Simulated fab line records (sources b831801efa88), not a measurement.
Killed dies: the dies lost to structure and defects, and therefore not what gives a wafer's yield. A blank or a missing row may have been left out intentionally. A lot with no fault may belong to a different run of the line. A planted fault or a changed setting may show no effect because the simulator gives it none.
One fault through the eyes of 2 desks -- flow gf180mcu -- what lay behind the numbers comes last; until then each desk has only its own

## FOR THE TOOL OWNER'S DESK: pvd sputter-04
The tool's own readings at GF_V4_SPUTTER_21 (material Ti, target thk 15 nm, time 80.02 s): means of the sampled wafers that have a number, for each lot that ran on this tool. The brackets show how far a lot's mean lies from the usual mean; more than 4 standard deviations puts the lot out of limits, marked OUT.
Columns: A = cathode dc power W at GF_V4_SPUTTER_21, usual 2500.0 W; B = chamber pressure pa at GF_V4_SPUTTER_21, usual 4.999 Pa; C = substrate temp c at GF_V4_SPUTTER_21, usual 200.01 C; D = throttle valve pct at GF_V4_SPUTTER_21, usual 30.1 %
lot,first seen here,A,B,C,D
L539,day 25 20:59,2500.1,4.989,200.14,31.1
L543,day 26 12:42,2500.1,4.999,200.13,30.8
L549,day 28 15:23,2500.2,4.903 (-8.8) OUT,199.99,31.0
L551,day 28 17:35,2499.9,4.887 (-10) OUT,199.98,31.0
This desk finds L549, L551 out of limits, L549 being first, at day 28 15:23 (chamber pressure pa at GF_V4_SPUTTER_21). In limits: L539, L543.

## THE METROLOGY DESK
Lot by lot, what the gauges showed, no matter which tool ran the lot: averages of those sampled wafers that carry a number. The brackets show how far a lot's mean lies from the usual mean; more than 4 standard deviations puts the lot out of limits, marked OUT.
Columns: A = cd nm at GF_V4_CD_MEAS_14, usual 260.4 nm; B = V4_OVL at GF_V4_OVL_MEAS_15, usual -3 nm
lot,first seen here,A,B
L539,day 25 19:50,261.2,1
L543,day 26 11:55,259.8,-4
L549,day 28 14:33,259.5,-3
L551,day 28 16:46,260.5,-4
L555,day 30 00:19,259.6,-4
L556,day 30 04:47,259.2,7
This desk's verdict: no lot among the 6 shows anything out of limits.

## ALL TOGETHER
At day 28 15:23, on L549, L551, the tool owner's desk was in a position to raise an alarm.
Metrology desk: nothing out of limits seen.
The metrology desk has L549, L551 on record, within its limits.
All the named lots went through GF_V4_SPUTTER_21 on pvd sputter-04.

## WHAT WAS PUT IN BY THE SIMULATOR
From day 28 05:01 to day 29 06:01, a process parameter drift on pvd sputter-04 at GF_V4_SPUTTER_21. From 5, the setting chamber pressure pa moved by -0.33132. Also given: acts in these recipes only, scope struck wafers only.
Struck lots among those shown: L549, L551.
Each desk's first reading out of limits, in hours after the fault started: the tool owner's desk, 10.
